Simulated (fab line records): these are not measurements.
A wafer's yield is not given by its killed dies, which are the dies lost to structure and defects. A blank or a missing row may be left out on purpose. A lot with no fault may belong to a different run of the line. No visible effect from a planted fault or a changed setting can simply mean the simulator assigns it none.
fab line records | flow sky130
record: lots: 11 wafers: 33 last-day: 50
route steps=708 shown VIA3@574 METAL4@601 PAD_OPEN@708
lots untouched by any fault: they come from a run of this same line in which no faults occurred
start-h: the number of hours between the record's first day and the start of the first shown wafer of the lot | wait-h: how many hours have passed since the lot's step before this one | " unchanged from the row above | L1.1+2: a single row standing in for several wafers | - no value, or no start was given | * or withheld: withheld | < > ~ a bound
route shown NAME@n: NAME is a module with steps in the file, n the number in the route of the first one | usual: the fault-free wafers' mean and standard deviation | same: alike in all rows | chamber/n: place in a boat | sites: per-site readings | _std_site: the standard deviation of these | _edge_site: mean of outer sites minus mean of inner sites | radius-mm: for every site, how far away it sits from the centre of the wafer | mask NAME#n: copy n | behind: the last tool/chamber to shape the wafer | hold: cause of the lot's hold/its duration in hours/its outcome | device: transistor that didn't switch, given as n, p or np | end of line: the same wafers' tests at the end of the route | a step given without rows: its recipe and nothing more | killed: the dies lost at the first sort to structure and to defects; this is not the yield of the wafer | map: per-die view of a wafer (x killed, . not killed, _ where there is no die)
set.NAME: the run value of the setting; set.NAME@STEP: its run value at that earlier step | model.NAME: the simulator's own value behind a step, which no gauge read
one table for each step of the route and one row for each wafer, over a sample of lots
services: the hour from which a tool's chamber was out of use, counted from the record's first day as start-h (under 0 if before that day), plus the number of hours and why
== steps ==
step: SKY_VIA3_THK_MEAS_01
recipe: reads: SiO2_of_VIA3_HDPCVD_00
usual: VIA3_HDPCVD_THK: 1637/17
columns lot.wafer tool chamber start-h wait-h VIA3_HDPCVD_THK[nm]
L510.3 film-metro-02 - 917.19 0.1 1633
L510.4 " - " " 1629
L510.5 " - " " 1620
L512.1 film-metro-02 - 931.80 0.1 1619
L512.2 " - " " 1623
L512.4 " - " " 1642
L514.2 film-metro-03 - 941.15 0.1 1637
L514.3 " - " " 1640
L514.4 " - " " 1639
L515.1 film-metro-04 - 950.04 0.1 1609
L515.2 " - " " 1643
L515.5 " - " " 1623
L516.1 film-metro-03 - 956.44 0.1 1651
L516.3 " - " " 1652
L516.4 " - " " 1626
L517.3 film-metro-04 - 969.03 0.1 1596
L517.5 " - " " 1605
L517.6 " - " " 1597
L524.4 film-metro-03 - 1014.29 0.0 1637
L524.5 " - " " 1634
L524.6 " - " " 1619
L526.4 film-metro-03 - 1027.36 0.0 1618
L526.5 " - " " 1662
L526.6 " - " " 1653
L528.2 film-metro-04 - 1036.85 0.1 1672
L528.3 " - " " 1634
L528.5 " - " " 1644
L529.1 film-metro-02 - 1044.30 0.1 1628
L529.2 " - " " 1617
L529.5 " - " " 1621
L532.2 film-metro-03 - 1066.94 0.1 1661
L532.3 " - " " 1617
L532.4 " - " " 1652
step: SKY_VIA3_SPUTTER_20
recipe: material: TiN target-thk-nm: 20 chamber-pressure-pa: 5 power-w: 4000 time-s: 80
usual: cathode-dc-power-W: 4000.1/0.7 throttle-valve-pct: 30.1/0.99
columns lot.wafer tool chamber start-h wait-h cathode-dc-power-W throttle-valve-pct
L510.3 pvd-sputter-02 - 943.88 0.0 4000.1 30.1
L510.4 " - " " 4000.6 27.2
L510.5 " - " " 4000.2 27.6
L512.1 pvd-sputter-03 - 957.13 0.0 3999.7 31.6
L512.2 " - " " 4000.5 29.6
L512.4 " - " " 4000.5 29.9
L514.2 pvd-sputter-03 - 966.78 0.0 4000.7 31.8
L514.3 " - " " 4000.6 29.6
L514.4 " - " " 3998.7 29.7
L515.1 pvd-sputter-03 - 975.93 0.0 3999.6 29.8
L515.2 " - " " 4000.2 29.8
L515.5 " - " " 4000.1 29.7
L516.1 pvd-sputter-04 - 981.73 0.0 3999.1 31.1
L516.3 " - " " 3999.2 30.3
L516.4 " - " " 4000.2 30.3
L517.3 pvd-sputter-04 - 994.37 0.0 4000.6 29.4
L517.5 " - " " 4000.8 31.5
L517.6 " - " " 4000.3 30.5
L524.4 pvd-sputter-02 - 1038.62 0.0 4001.6 29.1
L524.5 " - " " 4000.3 27.5
L524.6 " - " " 4000.1 29.2
L526.4 pvd-sputter-04 - 1050.93 0.0 4000.2 30.2
L526.5 " - " " 4000.7 29.2
L526.6 " - " " 4000.5 30.4
L528.2 pvd-sputter-04 - 1060.12 0.0 4000.0 29.0
L528.3 " - " " 4000.6 31.2
L528.5 " - " " 4000.7 30.5
L529.1 pvd-sputter-03 - 1067.20 0.0 4001.1 29.7
L529.2 " - " " 4000.3 29.4
L529.5 " - " " 4000.3 30.1
L532.2 pvd-sputter-04 - 1089.04 0.0 4000.0 31.4
L532.3 " - " " 4000.9 29.0
L532.4 " - " " 4000.0 30.2
step: SKY_VIA3_CVD_21
recipe: material: W target-thk-nm: 390 time-s: 117.31 temp-c: 400 pressure-torr: 40
usual: heater-power-w: 789/73 susceptor-temp-C: 400.00/0.23
columns lot.wafer tool chamber start-h wait-h heater-power-w susceptor-temp-C
L510.3 cvd-w-02 0 943.98 0.1 708 400.19
L510.4 " 1 " " 753 400.04
L510.5 " 1 " " 745 400.10
L512.1 cvd-w-02 1 957.19 0.0 759 400.19
L512.2 " 0 " " 705 400.03
L512.4 " 1 " " 753 399.76
L514.2 cvd-w-02 1 966.85 0.0 756 399.84
L514.3 " 1 " " 760 400.24
L514.4 " 0 " " 680 400.30
L515.1 cvd-w-02 1 975.99 0.0 746 400.06
L515.2 " 0 " " 699 399.82
L515.5 " 0 " " 706 400.21
L516.1 cvd-w-01 0 981.79 0.0 859 399.86
L516.3 " 0 " " 831 400.37
L516.4 " 1 " " 875 400.26
L517.3 cvd-w-02 1 994.47 0.1 750 400.24
L517.5 " 1 " " 751 400.05
L517.6 " 0 " " 700 399.93
L524.4 cvd-w-02 1 1038.73 0.1 758 400.58
L524.5 " 0 " " 705 400.07
L524.6 " 1 " " 757 400.12
L526.4 cvd-w-02 0 1051.03 0.1 710 399.84
L526.5 " 1 " " 774 399.96
L526.6 " 0 " " 694 399.80
L528.2 cvd-w-01 0 1060.18 0.0 829 400.11
L528.3 " 1 " " 889 399.90
L528.5 " 0 " " 852 400.20
L529.1 cvd-w-01 0 1067.26 0.0 848 400.26
L529.2 " 1 " " 900 399.72
L529.5 " 1 " " 884 400.02
L532.2 cvd-w-01 0 1089.11 0.0 858 399.90
L532.3 " 0 " " 889 399.81
L532.4 " 1 " " 892 400.03
step: SKY_VIA3_RS_MEAS_22
recipe: thk-meas-gauge: four-point-probe reads: W_of_VIA3_CVD_21+TiN_of_VIA3_SPUTTER_20
usual: VIA3_W_RS: 0.292/0.0041
columns lot.wafer tool chamber start-h wait-h VIA3_W_RS[ohm/sq]
L510.3 film-metro-04 - 944.10 0.1 0.288
L510.4 " - " " 0.296
L510.5 " - " " 0.296
L512.1 film-metro-04 - 957.32 0.1 0.297
L512.2 " - " " 0.284
L512.4 " - " " 0.297
L514.2 film-metro-03 - 966.99 0.1 0.293
L514.3 " - " " 0.294
L514.4 " - " " 0.288
L515.1 film-metro-03 - 976.11 0.1 0.296
L515.2 " - " " 0.289
L515.5 " - " " 0.288
L516.1 film-metro-04 - 981.91 0.1 0.293
L516.3 " - " " 0.294
L516.4 " - " " 0.297
L517.3 film-metro-02 - 994.59 0.1 0.296
L517.5 " - " " 0.297
L517.6 " - " " 0.290
L524.4 film-metro-02 - 1038.87 0.1 0.296
L524.5 " - " " 0.257
L524.6 " - " " 0.263
L526.4 film-metro-03 - 1051.17 0.1 0.286
L526.5 " - " " 0.263
L526.6 " - " " 0.257
L528.2 film-metro-02 - 1060.32 0.1 0.293
L528.3 " - " " 0.292
L528.5 " - " " 0.298
L529.1 film-metro-02 - 1067.39 0.1 0.291
L529.2 " - " " 0.297
L529.5 " - " " 0.296
L532.2 film-metro-03 - 1089.25 0.1 0.294
L532.3 " - " " 0.291
L532.4 " - " " 0.295
step: SKY_VIA3_THK_MEAS_23
recipe: thk-meas-gauge: xrf reads: W_of_VIA3_CVD_21
usual: VIA3_W_THK: 396/6.7
columns lot.wafer tool chamber start-h wait-h VIA3_W_THK[nm]
L510.3 film-metro-04 - 944.20 0.1 406
L510.4 " - " " 394
L510.5 " - " " 396
L512.1 film-metro-04 - 957.44 0.1 394
L512.2 " - " " 411
L512.4 " - " " 395
L514.2 film-metro-03 - 967.10 0.1 385
L514.3 " - " " 384
L514.4 " - " " 394
L515.1 film-metro-03 - 976.23 0.1 385
L515.2 " - " " 391
L515.5 " - " " 393
L516.1 film-metro-04 - 982.03 0.1 397
L516.3 " - " " 395
L516.4 " - " " 395
L517.3 film-metro-02 - 994.69 0.1 393
L517.5 " - " " 392
L517.6 " - " " 404
L524.4 film-metro-02 - 1038.96 0.1 393
L524.5 " - " " 450
L524.6 " - " " 440
L526.4 film-metro-03 - 1051.26 0.1 397
L526.5 " - " " 435
L526.6 " - " " 443
L528.2 film-metro-02 - 1060.43 0.1 399
L528.3 " - " " 400
L528.5 " - " " 391
L529.1 film-metro-02 - 1067.51 0.1 402
L529.2 " - " " 393
L529.5 " - " " 393
L532.2 film-metro-03 - 1089.36 0.1 389
L532.3 " - " " 393
L532.4 " - " " 391
step: SKY_METAL4_SPUTTER_03
recipe: material: Ti target-thk-nm: 5 power-w: 3000 time-s: 3.183 chamber-pressure-pa: 0.4
usual: cathode-dc-power-W: 2999.9/0.51 throttle-valve-pct: 29.9/0.98
columns lot.wafer tool chamber start-h wait-h cathode-dc-power-W throttle-valve-pct
L510.3 pvd-sputter-03 - 944.63 0.0 3000.2 31.8
L510.4 " - " " 2999.4 30.0
L510.5 " - " " 3000.4 31.7
L512.1 pvd-sputter-02 - 957.88 0.0 2999.5 29.4
L512.2 " - " " 2999.1 30.2
L512.4 " - " " 3000.1 30.0
L514.2 pvd-sputter-01 - 967.58 0.0 3000.1 29.6
L514.3 " - " " 3000.6 30.8
L514.4 " - " " 2999.8 30.6
L515.1 pvd-sputter-02 - 976.68 0.0 2999.9 29.1
L515.2 " - " " 2998.7 30.6
L515.5 " - " " 3000.1 29.2
L516.1 pvd-sputter-03 - 982.48 0.0 3000.0 29.9
L516.3 " - " " 3001.5 32.1
L516.4 " - " " 3000.1 29.3
L517.3 pvd-sputter-02 - 995.12 0.0 3000.1 30.4
L517.5 " - " " 3001.0 30.7
L517.6 " - " " 3000.0 27.7
L524.4 pvd-sputter-02 - 1039.37 0.0 3000.9 27.4
L524.5 " - " " 3000.2 27.6
L524.6 " - " " 2999.7 29.2
L526.4 pvd-sputter-03 - 1051.68 0.0 2999.9 29.7
L526.5 " - " " 2999.9 29.4
L526.6 " - " " 2999.6 29.9
L528.2 pvd-sputter-03 - 1060.87 0.0 3000.1 29.7
L528.3 " - " " 2999.8 29.8
L528.5 " - " " 2999.4 30.2
L529.1 pvd-sputter-02 - 1067.95 0.0 3000.4 29.9
L529.2 " - " " 3000.7 27.5
L529.5 " - " " 3000.8 27.6
L532.2 pvd-sputter-01 - 1089.80 0.0 2999.6 29.1
L532.3 " - " " 2999.4 30.6
L532.4 " - " " 3000.3 30.3
step: SKY_PAD_OPEN_PROBE_99
usual: defect-limited-yield: 82.7/1.8 killed_at_M0_to_M3: 42/7.2 killed_at_M4_up: 3.4/2.1 killed-at-contacts: 24/5.4 killed-at-front-end: 15/4 killed-at-other: 0.3/0.53 killed-dies: 85/8.8 killed-on-rim: 16/3.5 killed-open: 47/6.7 killed-short: 38/6.5 sort_bin_3_pad_short: 0.8/0.4 sort_bin_5_function: 10.2/1.3 sort_bin_6_memory: 6.2/1.2 sort-n-pass: 407/8.8 sort-yield-pct: 82.7/1.8
same: gross-dies: 492 killed-at-back-side: 0 sort_bin_4_leakage[%]: 0 sort_bin_8_speed[%]: 0
columns lot.wafer tool chamber start-h wait-h defect-limited-yield[%] killed_at_M0_to_M3 killed_at_M4_up killed-at-contacts killed-at-front-end killed-at-other killed-dies killed-on-rim killed-open killed-short sort_bin_3_pad_short[%] sort_bin_5_function[%] sort_bin_6_memory[%] sort-n-pass sort-yield-pct[%]
L510.3 prober-01 - 1087.99 0.2 81.7 46 4 29 11 0 90 20 47 43 1.4 10.2 6.7 402 81.7
L510.4 prober-01 - 1088.04 0.2 82.1 46 2 26 14 0 88 18 45 43 2.2 8.7 6.9 404 82.1
L510.5 prober-01 - 1088.09 0.2 85.0 44 2 17 11 0 74 16 41 33 0.8 8.5 5.7 418 85.0
L512.1 prober-01 - 1099.83 0.1 82.1 44 3 22 18 1 88 17 36 51 1.2 11.2 5.5 404 82.1
L512.2 prober-01 - 1099.88 0.1 81.3 41 4 35 11 1 92 22 48 44 1.6 10.6 6.5 400 81.3
L512.4 prober-01 - 1099.98 0.2 78.5 58 6 26 16 0 106 22 62 43 0.6 12.2 8.7 386 78.5
L514.2 prober-01 - 1108.43 0.1 78.5 49 2 35 20 0 106 20 62 44 1.2 12.6 7.7 386 78.5
L514.3 prober-01 - 1108.48 0.2 83.5 41 6 21 13 0 81 14 47 32 0.2 10.2 6.1 411 83.5
L514.4 prober-01 - 1108.53 0.2 81.3 55 3 26 8 0 92 14 64 28 0.4 11.4 6.9 400 81.3
L515.1 prober-02 - 1117.48 0.1 83.3 39 2 30 11 0 82 17 41 41 0.6 9.6 6.5 410 83.3
L515.2 prober-02 - 1117.53 0.1 84.8 42 6 19 8 0 75 13 39 35 0.4 9.8 5.1 417 84.8
L515.5 prober-02 - 1117.68 0.2 82.3 49 4 26 8 0 87 20 52 35 0.8 10.2 6.7 405 82.3
L516.1 prober-01 - 1120.81 0.1 82.7 39 3 29 14 0 85 18 38 47 1.4 8.5 7.3 407 82.7
L516.3 prober-01 - 1120.91 0.2 81.9 40 5 29 15 0 89 16 50 39 1.0 9.3 7.7 403 81.9
L516.4 prober-01 - 1120.96 0.2 83.5 35 5 27 14 0 81 19 39 42 1.2 10.8 4.5 411 83.5
L517.3 prober-02 - 1130.73 0.2 82.3 46 2 20 18 1 87 17 50 36 0.6 9.1 7.9 405 82.3
L517.5 prober-02 - 1130.83 0.2 83.5 35 8 22 16 0 81 18 46 34 0.8 10.8 4.9 411 83.5
L517.6 prober-02 - 1130.88 0.2 84.6 36 2 14 22 2 76 18 43 31 0.8 8.1 6.5 416 84.6
L524.4 prober-01 - 1164.39 0.2 79.7 65 3 16 16 0 100 22 47 53 1.0 11.8 7.5 392 79.7
L524.5 prober-01 - 1164.44 0.2 85.0 29 3 25 16 1 74 13 45 29 0.4 9.1 5.5 418 85.0
L524.6 prober-01 - 1164.49 0.2 84.6 36 12 18 10 0 76 15 45 31 0.2 9.6 5.7 416 84.6
L526.4 prober-01 - 1176.63 0.2 82.3 35 13 27 11 1 87 17 46 41 0.8 11.0 5.9 405 82.3
L526.5 prober-01 - 1176.68 0.2 85.8 38 2 15 15 0 70 12 29 41 0.4 8.3 5.5 422 85.8
L526.6 prober-01 - 1176.73 0.2 82.7 42 3 23 17 0 85 22 47 36 0.4 8.9 7.9 407 82.7
L528.2 prober-02 - 1181.80 0.1 80.5 51 1 26 18 0 96 21 53 43 0.4 13.0 6.1 396 80.5
L528.3 prober-02 - 1181.85 0.2 84.3 39 6 19 13 0 77 13 46 31 0.8 10.0 4.9 415 84.3
L528.5 prober-02 - 1181.95 0.2 81.5 42 2 29 17 1 91 15 58 32 0.8 9.6 8.1 401 81.5
L529.1 prober-01 - 1187.85 0.1 86.6 32 1 22 11 0 66 13 45 21 0.4 7.9 5.1 426 86.6
L529.2 prober-01 - 1187.90 0.1 82.5 37 2 30 17 0 86 16 42 44 1.4 10.0 6.1 406 82.5
L529.5 prober-01 - 1188.05 0.2 85.4 41 4 16 11 0 72 12 40 32 0.2 10.2 4.3 420 85.4
L532.2 prober-02 - 1203.04 0.1 82.9 46 4 27 7 0 84 12 55 28 1.4 10.8 4.9 408 82.9
L532.3 prober-02 - 1203.09 0.2 81.5 44 3 32 12 0 91 20 51 40 0.8 12.0 5.7 401 81.5
L532.4 prober-02 - 1203.14 0.2 82.5 29 10 31 15 1 86 12 53 33 0.8 10.2 6.5 406 82.5
killed by level:class
L510.3 LI_CONTACT:geometric-particle:open=12 VIA1:geometric-particle:open=12 METAL2:geometric-particle:short=9 CONTACT:geometric-particle:open=7 VIA1:geometric-particle:short=7 FIELD_ISO:geometric-particle:open=5 LOCAL_INTERCONNECT:geometric-particle:short=5 VIA2:geometric-particle:short=4
L510.4 CONTACT:geometric-particle:open=11 VIA1:geometric-particle:short=9 VIA1:geometric-particle:open=8 VIA2:geometric-particle:open=8 METAL2:geometric-particle:short=7 LI_CONTACT:geometric-particle:open=5 LOCAL_INTERCONNECT:geometric-particle:short=5 CONTACT:geometric-particle:short=5
L510.5 VIA1:geometric-particle:open=9 VIA2:geometric-particle:open=8 METAL1:geometric-particle:short=6 LI_CONTACT:geometric-particle:open=5 CONTACT:geometric-particle:open=5 POLY_GATE:geometric-particle:open=4 VIA3:geometric-particle:short=4 METAL2:geometric-particle:short=4
L512.1 CONTACT:geometric-particle:open=9 FIELD_ISO:geometric-particle:short=8 VIA1:geometric-particle:short=7 METAL1:geometric-particle:short=6 VIA2:geometric-particle:short=6 VIA1:geometric-particle:open=5 LI_CONTACT:geometric-particle:short=4 LI_CONTACT:geometric-particle:open=4
L512.2 CONTACT:geometric-particle:open=14 LI_CONTACT:geometric-particle:open=9 VIA1:geometric-particle:open=9 LI_CONTACT:geometric-particle:short=8 METAL2:geometric-particle:short=8 METAL1:geometric-particle:short=5 VIA2:geometric-particle:open=5 VIA3:geometric-particle:open=5
L512.4 VIA1:geometric-particle:open=16 CONTACT:geometric-particle:open=10 VIA2:geometric-particle:open=9 VIA1:geometric-particle:short=8 VIA3:geometric-particle:open=7 LI_CONTACT:geometric-particle:open=6 FIELD_ISO:geometric-particle:open=4 LOCAL_INTERCONNECT:geometric-particle:short=4
L514.2 CONTACT:geometric-particle:open=13 LI_CONTACT:geometric-particle:open=9 FIELD_ISO:geometric-particle:short=8 CONTACT:geometric-particle:short=8 VIA1:geometric-particle:open=8 VIA3:geometric-particle:open=8 VIA2:geometric-particle:open=6 METAL1:geometric-particle:short=6
L514.3 VIA1:geometric-particle:open=19 LI_CONTACT:geometric-particle:open=7 CONTACT:geometric-particle:open=7 METAL2:geometric-particle:short=6 FIELD_ISO:geometric-particle:open=4 POLY_GATE:geometric-particle:short=4 VIA1:geometric-particle:short=4 CONTACT:geometric-particle:short=4
L514.4 VIA1:geometric-particle:open=15 CONTACT:geometric-particle:open=12 VIA3:geometric-particle:open=11 VIA2:geometric-particle:open=9 CONTACT:geometric-particle:short=6 VIA1:geometric-particle:short=6 LI_CONTACT:geometric-particle:open=5 METAL2:geometric-particle:open=3
L515.1 CONTACT:geometric-particle:open=11 VIA1:geometric-particle:open=8 CONTACT:geometric-particle:short=7 LI_CONTACT:geometric-particle:open=6 LOCAL_INTERCONNECT:geometric-particle:short=6 METAL1:geometric-particle:short=5 VIA1:geometric-particle:short=5 VIA2:geometric-particle:short=5
L515.2 VIA1:geometric-particle:open=13 VIA3:geometric-particle:open=10 CONTACT:geometric-particle:short=7 VIA1:geometric-particle:short=6 CONTACT:geometric-particle:open=4 VIA2:geometric-particle:open=4 METAL4:geometric-particle:short=4 LI_CONTACT:geometric-particle:open=3
L515.5 CONTACT:geometric-particle:open=11 VIA3:geometric-particle:open=9 METAL2:geometric-particle:short=9 VIA2:geometric-particle:open=9 VIA1:geometric-particle:open=8 LI_CONTACT:geometric-particle:open=5 LOCAL_INTERCONNECT:geometric-particle:short=5 METAL1:geometric-particle:short=5
L516.1 CONTACT:geometric-particle:open=12 LI_CONTACT:geometric-particle:open=9 VIA3:geometric-particle:short=7 VIA1:geometric-particle:short=7 FIELD_ISO:geometric-particle:short=6 CONTACT:geometric-particle:short=5 METAL1:geometric-particle:short=4 METAL2:geometric-particle:short=4
L516.3 VIA1:geometric-particle:open=12 CONTACT:geometric-particle:open=11 LOCAL_INTERCONNECT:geometric-particle:short=7 LI_CONTACT:geometric-particle:open=5 CONTACT:geometric-particle:short=5 METAL1:geometric-particle:short=5 VIA2:geometric-particle:open=5 METAL2:geometric-particle:short=4
L516.4 CONTACT:geometric-particle:open=10 VIA1:geometric-particle:short=9 VIA1:geometric-particle:open=7 LOCAL_INTERCONNECT:geometric-particle:short=6 VIA2:geometric-particle:open=5 METAL2:geometric-particle:short=5 POLY_GATE:geometric-particle:open=4 LI_CONTACT:geometric-particle:open=4
L517.3 VIA1:geometric-particle:open=16 CONTACT:geometric-particle:open=8 VIA3:geometric-particle:open=6 POLY_GATE:geometric-particle:open=5 METAL3:geometric-particle:short=5 FIELD_ISO:geometric-particle:short=4 LOCAL_INTERCONNECT:geometric-particle:short=4 METAL2:geometric-particle:short=4
L517.5 CONTACT:geometric-particle:open=12 VIA1:geometric-particle:open=7 FIELD_ISO:geometric-particle:short=5 VIA3:geometric-particle:open=5 METAL4:geometric-particle:short=5 LI_CONTACT:geometric-particle:open=4 CONTACT:geometric-particle:short=4 METAL1:geometric-particle:short=4
L517.6 VIA1:geometric-particle:open=16 FIELD_ISO:geometric-particle:short=6 FIELD_ISO:geometric-particle:open=6 CONTACT:geometric-particle:open=6 SPACER:geometric-particle:open=6 METAL1:geometric-particle:short=6 VIA2:geometric-particle:short=4 LI_CONTACT:geometric-particle:open=3
L524.4 VIA1:geometric-particle:open=13 VIA1:geometric-particle:short=11 METAL2:geometric-particle:short=10 VIA3:geometric-particle:open=9 POLY_GATE:geometric-particle:short=7 VIA2:geometric-particle:open=7 METAL1:geometric-particle:short=6 POLY_GATE:geometric-particle:open=4
L524.5 LI_CONTACT:geometric-particle:open=12 VIA1:geometric-particle:open=7 CONTACT:geometric-particle:open=6 VIA2:geometric-particle:open=5 POLY_GATE:geometric-particle:open=4 METAL1:geometric-particle:short=4 VIA3:geometric-particle:open=4 FIELD_ISO:geometric-particle:short=3
L524.6 CONTACT:geometric-particle:open=10 VIA1:geometric-particle:open=9 METAL4:geometric-particle:short=7 VIA3:geometric-particle:open=7 METAL1:geometric-particle:short=5 VIA1:geometric-particle:short=5 VIA2:geometric-particle:open=5 FIELD_ISO:geometric-particle:open=4
L526.4 VIA1:geometric-particle:open=10 CONTACT:geometric-particle:open=9 METAL4:geometric-particle:short=8 VIA2:geometric-particle:open=7 LI_CONTACT:geometric-particle:open=6 METAL2:geometric-particle:short=6 LOCAL_INTERCONNECT:geometric-particle:short=5 VIA1:geometric-particle:short=5
L526.5 VIA3:geometric-particle:short=8 FIELD_ISO:geometric-particle:short=7 VIA1:geometric-particle:open=7 CONTACT:geometric-particle:short=5 VIA3:geometric-particle:open=5 POLY_GATE:geometric-particle:short=4 METAL1:geometric-particle:short=4 VIA2:geometric-particle:open=4
L526.6 VIA1:geometric-particle:open=13 CONTACT:geometric-particle:open=9 FIELD_ISO:geometric-particle:short=7 LI_CONTACT:geometric-particle:open=7 VIA2:geometric-particle:open=6 METAL1:geometric-particle:short=5 LOCAL_INTERCONNECT:geometric-particle:short=4 VIA3:geometric-particle:short=4
L528.2 VIA1:geometric-particle:open=11 CONTACT:geometric-particle:open=10 CONTACT:geometric-particle:short=8 VIA2:geometric-particle:open=8 VIA3:geometric-particle:short=8 VIA2:geometric-particle:short=7 POLY_GATE:geometric-particle:open=5 VIA1:geometric-particle:short=5
L528.3 VIA1:geometric-particle:open=15 VIA2:geometric-particle:open=6 CONTACT:geometric-particle:open=6 FIELD_ISO:geometric-particle:open=4 CONTACT:geometric-particle:short=4 METAL2:geometric-particle:short=4 METAL4:geometric-particle:short=4 FIELD_ISO:geometric-particle:short=3
L528.5 CONTACT:geometric-particle:open=14 VIA2:geometric-particle:open=13 LI_CONTACT:geometric-particle:open=7 VIA3:geometric-particle:open=6 VIA1:geometric-particle:short=5 VIA1:geometric-particle:open=5 FIELD_ISO:geometric-particle:short=4 FIELD_ISO:geometric-particle:open=4
L529.1 CONTACT:geometric-particle:open=13 VIA1:geometric-particle:open=11 VIA2:geometric-particle:open=8 POLY_GATE:geometric-particle:short=4 LI_CONTACT:geometric-particle:open=4 METAL2:geometric-particle:short=4 CONTACT:geometric-particle:short=3 METAL1:geometric-particle:short=2
L529.2 CONTACT:geometric-particle:open=11 CONTACT:geometric-particle:short=7 VIA1:geometric-particle:open=7 METAL2:geometric-particle:short=7 LI_CONTACT:geometric-particle:open=5 METAL1:geometric-particle:short=5 VIA2:geometric-particle:short=5 FIELD_ISO:geometric-particle:short=4
L529.5 VIA1:geometric-particle:open=9 CONTACT:geometric-particle:open=6 METAL2:geometric-particle:short=5 VIA2:geometric-particle:open=5 VIA3:geometric-particle:open=5 FIELD_ISO:geometric-particle:short=4 LI_CONTACT:geometric-particle:open=4 METAL1:geometric-particle:short=4
L532.2 LI_CONTACT:geometric-particle:open=10 CONTACT:geometric-particle:open=10 VIA2:geometric-particle:open=10 VIA1:geometric-particle:open=8 VIA3:geometric-particle:open=6 METAL1:geometric-particle:short=6 VIA1:geometric-particle:short=5 CONTACT:geometric-particle:short=4
L532.3 CONTACT:geometric-particle:open=11 VIA3:geometric-particle:open=9 VIA1:geometric-particle:open=9 LI_CONTACT:geometric-particle:open=8 CONTACT:geometric-particle:short=7 METAL3:geometric-particle:short=6 FIELD_ISO:geometric-particle:short=5 METAL1:geometric-particle:short=4
L532.4 LI_CONTACT:geometric-particle:open=11 CONTACT:geometric-particle:open=10 METAL4:geometric-particle:short=8 VIA1:geometric-particle:open=7 VIA2:geometric-particle:open=6 FIELD_ISO:geometric-particle:open=5 POLY_GATE:geometric-particle:open=4 LI_CONTACT:geometric-particle:short=4
== services ==
columns tool chamber start-h hours kind
pvd-sputter-04 0 955.99 - consumable-replace:kit
pvd-sputter-04 0 955.99 18.0 scheduled-down
pvd-sputter-04 0 955.99 18.0 vent-cycle
cvd-w-01 - 956.31 1.8 repair
pvd-sputter-03 1 962.83 - consumable-replace:kit
pvd-sputter-03 1 962.83 18.0 scheduled-down
pvd-sputter-03 1 962.83 18.0 vent-cycle
pvd-sputter-02 1 982.29 - consumable-replace:kit
pvd-sputter-02 1 982.29 18.0 scheduled-down
pvd-sputter-02 1 982.29 18.0 vent-cycle
pvd-sputter-01 - 1006.33 3.4 repair
pvd-sputter-04 - 1016.30 5.2 repair
pvd-sputter-01 - 1067.47 0.5 repair
pvd-sputter-03 0 1069.65 - consumable-replace:kit
pvd-sputter-03 0 1069.65 18.0 scheduled-down
pvd-sputter-03 0 1069.65 18.0 vent-cycle
pvd-sputter-01 3 1072.89 - consumable-replace:kit
pvd-sputter-01 3 1072.89 18.0 scheduled-down
pvd-sputter-01 3 1072.89 18.0 vent-cycle
cvd-w-02 - 1084.11 6.0 pm
pvd-sputter-03 - 1086.35 5.1 repair
== key ==
first-sign: step: SKY_VIA3_RS_MEAS_22 reading: VIA3_W_RS direction: down sigmas: 7.7 usual: 0.292 struck: 0.260
effect: step: SKY_VIA3_THK_MEAS_23 reading: VIA3_W_THK direction: up sigmas: 6.9 usual: 396 struck: 442
met-at SKY_VIA3_CVD_21
struck-lots L524,L526
struck-wafers L524.5,L524.6,L526.5,L526.6
not-acting-at SKY_VIA3_THK_MEAS_01,SKY_VIA3_SPUTTER_20,SKY_METAL4_SPUTTER_03
onset-between 994.47 1038.73
fault: kind: process-parameter-drift tool: cvd-w-02 chamber: - onset-h: 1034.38 steps: SKY_VIA3_CVD_21 channel: target-thk-nm offset: 48.468 shape: step end-h: 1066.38 scope: struck-wafers-only acts-in: these-recipes-only stated: 390
